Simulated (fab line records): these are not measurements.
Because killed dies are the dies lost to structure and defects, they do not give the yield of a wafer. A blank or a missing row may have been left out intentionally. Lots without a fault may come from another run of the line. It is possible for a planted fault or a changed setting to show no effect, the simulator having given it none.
Which tool did it? || flow gf180mcu || 72 wafers from 24 lots sampled at 3 of the route's 602 steps

== WHAT THE GAUGES SHOWED, per wafer ==
GF_M3_THK_MEAS_06: measures by xrf. Usual: M3_ALCU_THK typically reads 455 nm, with standard deviation 6.4.
{"lot": "L074", "measured": "day 20 11:19", "on": "film metro-03", "M3_ALCU_THK (nm)": "459 454 459", "flag": ""}
{"lot": "L075", "measured": "day 20 14:49", "on": "film metro-04", "M3_ALCU_THK (nm)": "454 457 464", "flag": ""}
{"lot": "L076", "measured": "day 20 23:43", "on": "film metro-03", "M3_ALCU_THK (nm)": "450 449 446", "flag": ""}
{"lot": "L077", "measured": "day 21 08:23", "on": "film metro-04", "M3_ALCU_THK (nm)": "455 455 457", "flag": ""}
{"lot": "L078", "measured": "day 21 19:34", "on": "film metro-01", "M3_ALCU_THK (nm)": "462 452 459", "flag": ""}
{"lot": "L079", "measured": "day 22 02:41", "on": "film metro-04", "M3_ALCU_THK (nm)": "455 463 454", "flag": ""}
{"lot": "L080", "measured": "day 22 15:49", "on": "film metro-01", "M3_ALCU_THK (nm)": "456 459 459", "flag": ""}
{"lot": "L081", "measured": "day 23 00:56", "on": "film metro-04", "M3_ALCU_THK (nm)": "453 457 457", "flag": ""}
{"lot": "L082", "measured": "day 23 08:18", "on": "film metro-04", "M3_ALCU_THK (nm)": "466 463 462", "flag": ""}
{"lot": "L083", "measured": "day 24 04:46", "on": "film metro-03", "M3_ALCU_THK (nm)": "453 451 453", "flag": ""}
{"lot": "L084", "measured": "day 24 11:38", "on": "film metro-03", "M3_ALCU_THK (nm)": "445 450 450", "flag": ""}
{"lot": "L085", "measured": "day 24 16:20", "on": "film metro-01", "M3_ALCU_THK (nm)": "464 464 456", "flag": ""}
{"lot": "L086", "measured": "day 25 01:09", "on": "film metro-04", "M3_ALCU_THK (nm)": "461 466 468", "flag": ""}
{"lot": "L087", "measured": "day 25 08:15", "on": "film metro-03", "M3_ALCU_THK (nm)": "440 440 440", "flag": ""}
{"lot": "L088", "measured": "day 25 08:21", "on": "film metro-01", "M3_ALCU_THK (nm)": "456 449 451", "flag": ""}
{"lot": "L089", "measured": "day 25 21:09", "on": "film metro-04", "M3_ALCU_THK (nm)": "467 464 463", "flag": ""}
{"lot": "L090", "measured": "day 26 08:25", "on": "film metro-03", "M3_ALCU_THK (nm)": "443 446 444", "flag": ""}
{"lot": "L091", "measured": "day 26 09:22", "on": "film metro-03", "M3_ALCU_THK (nm)": "451 453 451", "flag": ""}
{"lot": "L092", "measured": "day 26 15:05", "on": "film metro-01", "M3_ALCU_THK (nm)": "449 457 454", "flag": ""}
{"lot": "L093", "measured": "day 26 21:07", "on": "film metro-04", "M3_ALCU_THK (nm)": "456 457 461", "flag": ""}
{"lot": "L094", "measured": "day 27 02:46", "on": "film metro-04", "M3_ALCU_THK (nm)": "449 446 446", "flag": ""}
{"lot": "L095", "measured": "day 27 11:10", "on": "film metro-04", "M3_ALCU_THK (nm)": "457 460 454", "flag": ""}
{"lot": "L096", "measured": "day 27 15:43", "on": "film metro-01", "M3_ALCU_THK (nm)": "457 456 459", "flag": ""}
{"lot": "L097", "measured": "day 28 03:02", "on": "film metro-03", "M3_ALCU_THK (nm)": "450 452 448", "flag": ""}

== WHICH TOOL RAN EACH LOT (tool, then ch and the chambers of the sampled wafers, then the start) ==
{"lot": "L074", "GF_V2_SPUTTER_22": "pvd sputter-01, day 20 10:20", "GF_M3_SPUTTER_03": "pvd sputter-02, day 20 11:08"}
{"lot": "L075", "GF_V2_SPUTTER_22": "pvd sputter-01, day 20 13:50", "GF_M3_SPUTTER_03": "pvd sputter-04, day 20 14:38"}
{"lot": "L076", "GF_V2_SPUTTER_22": "pvd sputter-01, day 20 22:44", "GF_M3_SPUTTER_03": "pvd sputter-02, day 20 23:32"}
{"lot": "L077", "GF_V2_SPUTTER_22": "pvd sputter-01, day 21 07:24", "GF_M3_SPUTTER_03": "pvd sputter-03, day 21 08:11"}
{"lot": "L078", "GF_V2_SPUTTER_22": "pvd sputter-01, day 21 16:06", "GF_M3_SPUTTER_03": "pvd sputter-02, day 21 19:23"}
{"lot": "L079", "GF_V2_SPUTTER_22": "pvd sputter-02, day 22 01:41", "GF_M3_SPUTTER_03": "pvd sputter-04, day 22 02:28"}
{"lot": "L080", "GF_V2_SPUTTER_22": "pvd sputter-03, day 22 14:51", "GF_M3_SPUTTER_03": "pvd sputter-02, day 22 15:38"}
{"lot": "L081", "GF_V2_SPUTTER_22": "pvd sputter-02, day 22 23:57", "GF_M3_SPUTTER_03": "pvd sputter-03, day 23 00:44"}
{"lot": "L082", "GF_V2_SPUTTER_22": "pvd sputter-02, day 23 07:19", "GF_M3_SPUTTER_03": "pvd sputter-02, day 23 08:07"}
{"lot": "L083", "GF_V2_SPUTTER_22": "pvd sputter-03, day 24 03:47", "GF_M3_SPUTTER_03": "pvd sputter-04, day 24 04:35"}
{"lot": "L084", "GF_V2_SPUTTER_22": "pvd sputter-02, day 24 10:39", "GF_M3_SPUTTER_03": "pvd sputter-03, day 24 11:27"}
{"lot": "L085", "GF_V2_SPUTTER_22": "pvd sputter-01, day 24 15:22", "GF_M3_SPUTTER_03": "pvd sputter-04, day 24 16:10"}
{"lot": "L086", "GF_V2_SPUTTER_22": "pvd sputter-02, day 25 00:11", "GF_M3_SPUTTER_03": "pvd sputter-04, day 25 00:58"}
{"lot": "L087", "GF_V2_SPUTTER_22": "pvd sputter-02, day 25 07:17", "GF_M3_SPUTTER_03": "pvd sputter-03, day 25 08:04"}
{"lot": "L088", "GF_V2_SPUTTER_22": "pvd sputter-01, day 25 07:23", "GF_M3_SPUTTER_03": "pvd sputter-02, day 25 08:10"}
{"lot": "L089", "GF_V2_SPUTTER_22": "pvd sputter-02, day 25 20:09", "GF_M3_SPUTTER_03": "pvd sputter-02, day 25 20:56"}
{"lot": "L090", "GF_V2_SPUTTER_22": "pvd sputter-03, day 26 07:26", "GF_M3_SPUTTER_03": "pvd sputter-03, day 26 08:14"}
{"lot": "L091", "GF_V2_SPUTTER_22": "pvd sputter-01, day 26 08:22", "GF_M3_SPUTTER_03": "pvd sputter-02, day 26 09:09"}
{"lot": "L092", "GF_V2_SPUTTER_22": "pvd sputter-01, day 26 14:07", "GF_M3_SPUTTER_03": "pvd sputter-02, day 26 14:54"}
{"lot": "L093", "GF_V2_SPUTTER_22": "pvd sputter-01, day 26 20:08", "GF_M3_SPUTTER_03": "pvd sputter-04, day 26 20:56"}
{"lot": "L094", "GF_V2_SPUTTER_22": "pvd sputter-03, day 27 01:48", "GF_M3_SPUTTER_03": "pvd sputter-03, day 27 02:35"}
{"lot": "L095", "GF_V2_SPUTTER_22": "pvd sputter-02, day 27 10:11", "GF_M3_SPUTTER_03": "pvd sputter-04, day 27 10:59"}
{"lot": "L096", "GF_V2_SPUTTER_22": "pvd sputter-02, day 27 14:44", "GF_M3_SPUTTER_03": "pvd sputter-04, day 27 15:32"}
{"lot": "L097", "GF_V2_SPUTTER_22": "pvd sputter-02, day 28 02:03", "GF_M3_SPUTTER_03": "pvd sputter-03, day 28 02:50"}
- GF_V2_SPUTTER_22: material TiN, target thk 10 nm, time 40 s.
- GF_M3_SPUTTER_03: material Ti, target thk 10 nm, time 6.7 s.

== WHAT THE TOOLS THEMSELVES READ (means of the sampled wafers that have a number; where no wafer has one, the mark that the record gives instead) ==
GF_V2_SPUTTER_22. Usual: throttle valve pct at 30.1 %, with a standard deviation of 1.1.
{"lot": "L074", "tool": "pvd sputter-01", "throttle valve pct (%)": 29.2, "flag": ""}
{"lot": "L075", "tool": "pvd sputter-01", "throttle valve pct (%)": 29.3, "flag": ""}
{"lot": "L076", "tool": "pvd sputter-01", "throttle valve pct (%)": 29.1, "flag": ""}
{"lot": "L077", "tool": "pvd sputter-01", "throttle valve pct (%)": 29.5, "flag": ""}
{"lot": "L078", "tool": "pvd sputter-01", "throttle valve pct (%)": 29.5, "flag": ""}
{"lot": "L079", "tool": "pvd sputter-02", "throttle valve pct (%)": 30.3, "flag": ""}
{"lot": "L080", "tool": "pvd sputter-03", "throttle valve pct (%)": 28.7, "flag": ""}
{"lot": "L081", "tool": "pvd sputter-02", "throttle valve pct (%)": 30.4, "flag": ""}
{"lot": "L082", "tool": "pvd sputter-02", "throttle valve pct (%)": 30.9, "flag": ""}
{"lot": "L083", "tool": "pvd sputter-03", "throttle valve pct (%)": 30.7, "flag": ""}
{"lot": "L084", "tool": "pvd sputter-02", "throttle valve pct (%)": 31.6, "flag": ""}
{"lot": "L085", "tool": "pvd sputter-01", "throttle valve pct (%)": 29.5, "flag": ""}
{"lot": "L086", "tool": "pvd sputter-02", "throttle valve pct (%)": 30.6, "flag": ""}
{"lot": "L087", "tool": "pvd sputter-02", "throttle valve pct (%)": 31.6, "flag": ""}
{"lot": "L088", "tool": "pvd sputter-01", "throttle valve pct (%)": 29.6, "flag": ""}
{"lot": "L089", "tool": "pvd sputter-02", "throttle valve pct (%)": 29.9, "flag": ""}
{"lot": "L090", "tool": "pvd sputter-03", "throttle valve pct (%)": 30.4, "flag": ""}
{"lot": "L091", "tool": "pvd sputter-01", "throttle valve pct (%)": 29.6, "flag": ""}
{"lot": "L092", "tool": "pvd sputter-01", "throttle valve pct (%)": 29.5, "flag": ""}
{"lot": "L093", "tool": "pvd sputter-01", "throttle valve pct (%)": 29.4, "flag": ""}
{"lot": "L094", "tool": "pvd sputter-03", "throttle valve pct (%)": 30.4, "flag": ""}
{"lot": "L095", "tool": "pvd sputter-02", "throttle valve pct (%)": 30.2, "flag": ""}
{"lot": "L096", "tool": "pvd sputter-02", "throttle valve pct (%)": 31.1, "flag": ""}
{"lot": "L097", "tool": "pvd sputter-02", "throttle valve pct (%)": 30.4, "flag": ""}

GF_M3_SPUTTER_03. Usual: throttle valve pct at 30.3 %, with a standard deviation of 1.2.
{"lot": "L074", "tool": "pvd sputter-02", "throttle valve pct (%)": 30.2, "flag": ""}
{"lot": "L075", "tool": "pvd sputter-04", "throttle valve pct (%)": 30.1, "flag": ""}
{"lot": "L076", "tool": "pvd sputter-02", "throttle valve pct (%)": 30.7, "flag": ""}
{"lot": "L077", "tool": "pvd sputter-03", "throttle valve pct (%)": 28.3, "flag": ""}
{"lot": "L078", "tool": "pvd sputter-02", "throttle valve pct (%)": 31.1, "flag": ""}
{"lot": "L079", "tool": "pvd sputter-04", "throttle valve pct (%)": 29.8, "flag": ""}
{"lot": "L080", "tool": "pvd sputter-02", "throttle valve pct (%)": 30.8, "flag": ""}
{"lot": "L081", "tool": "pvd sputter-03", "throttle valve pct (%)": 30.3, "flag": ""}
{"lot": "L082", "tool": "pvd sputter-02", "throttle valve pct (%)": 30.3, "flag": ""}
{"lot": "L083", "tool": "pvd sputter-04", "throttle valve pct (%)": 30.3, "flag": ""}
{"lot": "L084", "tool": "pvd sputter-03", "throttle valve pct (%)": 29.7, "flag": ""}
{"lot": "L085", "tool": "pvd sputter-04", "throttle valve pct (%)": 30.2, "flag": ""}
{"lot": "L086", "tool": "pvd sputter-04", "throttle valve pct (%)": 30.4, "flag": ""}
{"lot": "L087", "tool": "pvd sputter-03", "throttle valve pct (%)": 29.2, "flag": ""}
{"lot": "L088", "tool": "pvd sputter-02", "throttle valve pct (%)": 30.6, "flag": ""}
{"lot": "L089", "tool": "pvd sputter-02", "throttle valve pct (%)": 30.3, "flag": ""}
{"lot": "L090", "tool": "pvd sputter-03", "throttle valve pct (%)": 29.6, "flag": ""}
{"lot": "L091", "tool": "pvd sputter-02", "throttle valve pct (%)": 30.2, "flag": ""}
{"lot": "L092", "tool": "pvd sputter-02", "throttle valve pct (%)": 30.7, "flag": ""}
{"lot": "L093", "tool": "pvd sputter-04", "throttle valve pct (%)": 30.2, "flag": ""}
{"lot": "L094", "tool": "pvd sputter-03", "throttle valve pct (%)": 29.4, "flag": ""}
{"lot": "L095", "tool": "pvd sputter-04", "throttle valve pct (%)": 30.3, "flag": ""}
{"lot": "L096", "tool": "pvd sputter-04", "throttle valve pct (%)": 30.2, "flag": ""}
{"lot": "L097", "tool": "pvd sputter-03", "throttle valve pct (%)": 29.0, "flag": ""}

== THE ANSWER, worked out from the rows above alone ==
Rule: a lot is off if the mean of its wafers that have a number lies more than 3 standard deviations from the usual mean. Also off: a lot with no number at a reading for which 4 or more lots have one. All remaining lots with rows at the step are treated as sound. Order of review: gauges by route order, followed by the tools' own readings, for which a lot's mean as printed above is used. At the first step where some lot is off, the reading lying furthest off is the one used; lots without a number count as furthest.
Across all readings shown, no lot is off: no conclusion can be drawn from this.

== WHAT THE SIMULATOR PUT IN ==
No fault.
